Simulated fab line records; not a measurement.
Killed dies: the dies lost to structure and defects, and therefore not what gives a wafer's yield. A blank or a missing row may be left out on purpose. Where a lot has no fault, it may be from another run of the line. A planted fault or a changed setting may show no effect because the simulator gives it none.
Which tool did it? | flow sfq_line | 14 lots, 42 wafers sampled, at 5 steps of a route of 325

## WHAT THE GAUGES READ, wafer by wafer
The record lacks any reading of a measuring or inspecting step that a usual standard deviation could be used to judge.

## WHAT TOOL EACH LOT RAN ON (gives the tool, then ch and the chambers of the sampled wafers, and finally the start)
lot  | SFQ_TRILAYER_I3_VIA_BARC_OPEN_VIA_ETCH_121 | SFQ_TRILAYER_I4_VIA_BARC_OPEN_VIA_ETCH_146 | SFQ_TRILAYER_JJ_CE_LITHO_PEB_117  | SFQ_TRILAYER_JJ_CE_METRO_MEASURE_117 | SFQ_TRILAYER_JJ_CE_ETCH_RIE_118
L849 | rie_diel-03 ch 0,1,2, day 36 01:23         | rie_diel-04 ch 0,2, day 47 13:00           | litho_track-04 ch 0, day 53 01:45 | cd_sem-02, day 53 02:05              | rie_metal-04 ch 0,1, day 53 03:23
L850 | rie_diel-04 ch 0,1,2, day 36 11:04         | rie_diel-02 ch 0,1,3, day 47 14:12         | litho_track-02 ch 0, day 53 05:29 | cd_sem-02, day 53 05:49              | rie_metal-01 ch 0,1, day 53 07:06
L851 | rie_diel-04 ch 0,2,3, day 36 19:24         | rie_diel-01 ch 0,2, day 47 17:48           | litho_track-04 ch 0, day 53 06:42 | cd_sem-01, day 53 07:13              | rie_metal-01 ch 0,1, day 53 08:18
L856 | rie_diel-02 ch 1,3, day 42 10:44           | rie_diel-02 ch 0,1,3, day 48 22:36         | litho_track-04 ch 0, day 54 05:30 | cd_sem-01, day 54 06:01              | rie_metal-04 ch 0,1, day 54 07:06
L857 | rie_diel-03 ch 1,2,3, day 42 13:08         | rie_diel-01 ch 0,1,2, day 48 23:48         | litho_track-04 ch 0, day 54 06:42 | cd_sem-02, day 54 07:13              | rie_metal-01 ch 0,1, day 54 08:18
L861 | rie_diel-03 ch 1,2,3, day 50 23:56         | rie_diel-04 ch 0,1,3, day 51 11:06         | litho_track-01 ch 0, day 56 23:29 | cd_sem-02, day 56 23:49              | rie_metal-02 ch 0, day 57 01:12
L865 | rie_diel-03 ch 2,3, day 52 03:39           | rie_diel-02 ch 2,3, day 52 19:20           | litho_track-04 ch 0, day 58 02:32 | cd_sem-02, day 58 02:53              | rie_metal-01 ch 0,1, day 58 04:10
L866 | rie_diel-04 ch 0,2,3, day 54 14:13         | rie_diel-01 ch 1,2, day 55 06:29           | litho_track-01 ch 0, day 60 06:19 | cd_sem-02, day 60 07:00              | rie_metal-04 ch 0,1, day 60 07:56
L867 | rie_diel-02 ch 0,2,3, day 54 19:01         | rie_diel-02 ch 0,1,2, day 55 13:41         | litho_track-04 ch 0, day 60 11:04 | cd_sem-02, day 60 11:24              | rie_metal-04 ch 0,1, day 60 12:41
L868 | rie_diel-03 ch 0,3, day 55 15:25           | rie_diel-02 ch 0,2, day 56 17:17           | litho_track-04 ch 0, day 61 06:16 | cd_sem-01, day 61 06:36              | rie_metal-04 ch 0, day 61 07:59
L869 | rie_diel-03 ch 0,2,3, day 56 02:13         | rie_diel-01 ch 0,3, day 61 07:48           | litho_track-02 ch 0, day 65 00:16 | cd_sem-02, day 65 00:36              | rie_metal-01 ch 0,1, day 65 01:53
L870 | rie_diel-02 ch 0,1,2, day 56 03:25         | rie_diel-02 ch 0,3, day 61 12:36           | litho_track-02 ch 0, day 65 06:16 | cd_sem-01, day 65 06:36              | rie_metal-02 ch 0,1, day 65 07:53
L871 | rie_diel-04 ch 2,3, day 56 04:37           | rie_diel-01 ch 2,3, day 61 15:00           | litho_track-02 ch 0, day 65 08:41 | cd_sem-02, day 65 09:12              | rie_metal-02 ch 1, day 65 10:17
L872 | rie_diel-03 ch 0,1,3, day 56 07:01         | rie_diel-01 ch 0,2,3, day 61 19:48         | litho_track-02 ch 0, day 65 12:17 | cd_sem-01, day 65 12:48              | rie_metal-02 ch 0,1, day 65 13:53
- SFQ_TRILAYER_I3_VIA_BARC_OPEN_VIA_ETCH_121: etches BARC in O2, target depth 125 nm, time 41.7 s.
- SFQ_TRILAYER_I4_VIA_BARC_OPEN_VIA_ETCH_146: etches BARC in O2, target depth 125 nm, time 41.7 s.
- SFQ_TRILAYER_JJ_CE_LITHO_PEB_117: peb time 60 s.
- SFQ_TRILAYER_JJ_CE_METRO_MEASURE_117
- SFQ_TRILAYER_JJ_CE_ETCH_RIE_118: chemistry SF6, target Nb, stops on Al2O3, time 97.7 s, target depth 170 nm.

## WHAT THE TOOLS THEMSELVES READ (means of the sampled wafers that have a number; where no wafer has one, the mark that the record gives instead)
SFQ_TRILAYER_I3_VIA_BARC_OPEN_VIA_ETCH_121.
lot  | tool        | drypump_motor_current_A (A) | oes_product_au (a.u.)
L849 | rie_diel-03 | 6.0                         | 0.686
L850 | rie_diel-04 | 5.8                         | 0.683
L851 | rie_diel-04 | 5.8                         | 0.689
L856 | rie_diel-02 | 5.1                         | 0.686
L857 | rie_diel-03 | 6.1                         | 0.680
L861 | rie_diel-03 | 6.1                         | 0.684
L865 | rie_diel-03 | 6.1                         | 0.683
L866 | rie_diel-04 | 5.8                         | 0.686
L867 | rie_diel-02 | 5.9                         | 0.687
L868 | rie_diel-03 | 5.2                         | 0.682
L869 | rie_diel-03 | 5.6                         | 0.693
L870 | rie_diel-02 | 5.6                         | 0.685
L871 | rie_diel-04 | 6.0                         | 0.686
L872 | rie_diel-03 | 5.6                         | 0.685

SFQ_TRILAYER_I4_VIA_BARC_OPEN_VIA_ETCH_146.
lot  | tool        | drypump_motor_current_A (A) | oes_product_au (a.u.)
L849 | rie_diel-04 | 5.6                         | 0.679
L850 | rie_diel-02 | 5.7                         | 0.685
L851 | rie_diel-01 | 5.6                         | 0.686
L856 | rie_diel-02 | 5.7                         | 0.683
L857 | rie_diel-01 | 5.4                         | 0.683
L861 | rie_diel-04 | 6.0                         | 0.682
L865 | rie_diel-02 | 5.7                         | 0.685
L866 | rie_diel-01 | 5.4                         | 0.685
L867 | rie_diel-02 | 5.6                         | 0.687
L868 | rie_diel-02 | 5.9                         | 0.685
L869 | rie_diel-01 | 6.0                         | 0.687
L870 | rie_diel-02 | 6.2                         | 0.683
L871 | rie_diel-01 | 5.9                         | 0.682
L872 | rie_diel-01 | 5.9                         | 0.687

SFQ_TRILAYER_JJ_CE_LITHO_PEB_117.
lot  | tool           | heater_power_total_W (W) | plate_temp_C (C)
L849 | litho_track-04 | 79.22                    | 114.98
L850 | litho_track-02 | 79.16                    | 115.04
L851 | litho_track-04 | 79.15                    | 114.94
L856 | litho_track-04 | 77.58                    | 113.17
L857 | litho_track-04 | 77.55                    | 113.39
L861 | litho_track-01 | 79.19                    | 115.07
L865 | litho_track-04 | 79.09                    | 115.05
L866 | litho_track-01 | 79.14                    | 114.97
L867 | litho_track-04 | 79.07                    | 114.99
L868 | litho_track-04 | 79.19                    | 115.15
L869 | litho_track-02 | 79.16                    | 114.90
L870 | litho_track-02 | 79.18                    | 115.00
L871 | litho_track-02 | 79.14                    | 115.23
L872 | litho_track-02 | 79.21                    | 115.05

SFQ_TRILAYER_JJ_CE_METRO_MEASURE_117.
lot  | tool      | cd_nm (nm)
L849 | cd_sem-02 | 698.0
L850 | cd_sem-02 | 700.4
L851 | cd_sem-01 | 700.4
L856 | cd_sem-01 | 733.2
L857 | cd_sem-02 | 733.3
L861 | cd_sem-02 | 698.3
L865 | cd_sem-02 | 699.8
L866 | cd_sem-02 | 699.7
L867 | cd_sem-02 | 699.3
L868 | cd_sem-01 | 701.5
L869 | cd_sem-02 | 699.4
L870 | cd_sem-01 | 699.8
L871 | cd_sem-02 | 698.9
L872 | cd_sem-01 | 699.5

SFQ_TRILAYER_JJ_CE_ETCH_RIE_118.
lot  | tool         | drypump_motor_current_A (A) | oes_product_au (a.u.)
L849 | rie_metal-04 | 5.2                         | 0.989
L850 | rie_metal-01 | 5.9                         | 0.993
L851 | rie_metal-01 | 5.9                         | 0.983
L856 | rie_metal-04 | 5.1                         | 0.997
L857 | rie_metal-01 | 5.9                         | 0.993
L861 | rie_metal-02 | 6.4                         | 0.985
L865 | rie_metal-01 | 5.7                         | 0.987
L866 | rie_metal-04 | 5.2                         | 0.990
L867 | rie_metal-04 | 5.1                         | 0.995
L868 | rie_metal-04 | 5.3                         | 1.001
L869 | rie_metal-01 | 5.9                         | 0.980
L870 | rie_metal-02 | 5.9                         | 0.987
L871 | rie_metal-02 | 5.6                         | 0.981
L872 | rie_metal-02 | 5.9                         | 0.982

## THE ANSWER, worked out from the rows above alone
Rule: what is usual is taken from the lots themselves. Put in order of their means at a reading, lots are off if they are a third of the lots or fewer, leave a main group of 4 or more, and stand apart from it by a gap of 3 or more times the standard deviation of the main group's means; of several such gaps the widest counts. Not used: any main group whose means are identical at the precision the tables above print for the reading. A lot without any number at a reading at which 4 lots or more have one is off too. All remaining lots with rows at the step are treated as sound. The gauges are gone through in route order, then the tools' own readings, and for those a lot's mean is taken as printed above. At the first step where some lot is off, the reading lying furthest off is the one used; lots without a number count as furthest.
Off at SFQ_TRILAYER_JJ_CE_LITHO_PEB_117 (heater_power_total_W): L856, L857. Main group: mean 79.16 W, sd 0.043.
A tool fits if, at that step or a process step before it, it ran every lot that is off, and no sound lot after the first of them. Not one of the candidates tried fits.

## WHAT HAD BEEN PUT IN BY THE SIMULATOR
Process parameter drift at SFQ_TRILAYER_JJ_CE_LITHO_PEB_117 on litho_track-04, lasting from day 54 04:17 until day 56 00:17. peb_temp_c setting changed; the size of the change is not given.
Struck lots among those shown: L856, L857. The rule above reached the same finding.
